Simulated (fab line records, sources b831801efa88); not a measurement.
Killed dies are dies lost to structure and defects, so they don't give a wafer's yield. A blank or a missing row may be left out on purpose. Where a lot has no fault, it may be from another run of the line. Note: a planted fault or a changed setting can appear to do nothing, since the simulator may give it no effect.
Matching of chambers || flow sfq_line || cmp-02 running SFQ_TRILAYER_I4_CMP_CMP_100: 4 sister chambers
The step polishes SiO2. 4 wafers are shown with their chamber, then 7 later ones without.

WAFERS WITH THEIR CHAMBER
{"wafer": "L804.3", "chamber": 3, "motor_current_A (A)": 10.7}
{"wafer": "L814.4", "chamber": 1, "motor_current_A (A)": 10.0}
{"wafer": "L817.1", "chamber": 0, "motor_current_A (A)": 10.9}
{"wafer": "L817.2", "chamber": 2, "motor_current_A (A)": 10.5}

WAFERS WHOSE CHAMBER IS MISSING
{"wafer": "L817.5", "motor_current_A (A)": 11.2}
{"wafer": "L818.2", "motor_current_A (A)": 10.5}
{"wafer": "L818.3", "motor_current_A (A)": 9.9}
{"wafer": "L818.5", "motor_current_A (A)": 11.0}
{"wafer": "L823.2", "motor_current_A (A)": 11.1}
{"wafer": "L823.4", "motor_current_A (A)": 9.8}
{"wafer": "L823.6", "motor_current_A (A)": 10.4}

WHICH CHAMBER EACH ONE RAN IN
{"wafer": "L817.5", "from the rows above": "can't be placed: 0 or 3", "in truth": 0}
{"wafer": "L818.2", "from the rows above": "can't be placed: 2 or 3", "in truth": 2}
{"wafer": "L818.3", "from the rows above": 1, "in truth": 1}
{"wafer": "L818.5", "from the rows above": "can't be placed: 0 or 3", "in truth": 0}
{"wafer": "L823.2", "from the rows above": "can't be placed: 0 or 3", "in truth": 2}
{"wafer": "L823.4", "from the rows above": 1, "in truth": 1}
{"wafer": "L823.6", "from the rows above": "can't be placed: 2 or 3 or 1", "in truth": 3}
Placed correctly: 2 of 7. Can't be placed from these rows: 5 (the true chamber is among the candidates in 4). 0 placed wrongly.
How it was worked out, from the rows above alone: a wafer's distance from a chamber is the root of the sum, over the readings, of the square of ((its reading less the chamber's mean) divided by the reading's scatter). If the next closest chamber is less than 2 further off than the closest, the wafer can't be placed; otherwise it belongs to the closest. The mean given for a chamber averages the wafers shown for that chamber. The scatter: with one shown wafer a chamber, the root of the mean of the squares of how far each hidden wafer lies from its nearest shown one.
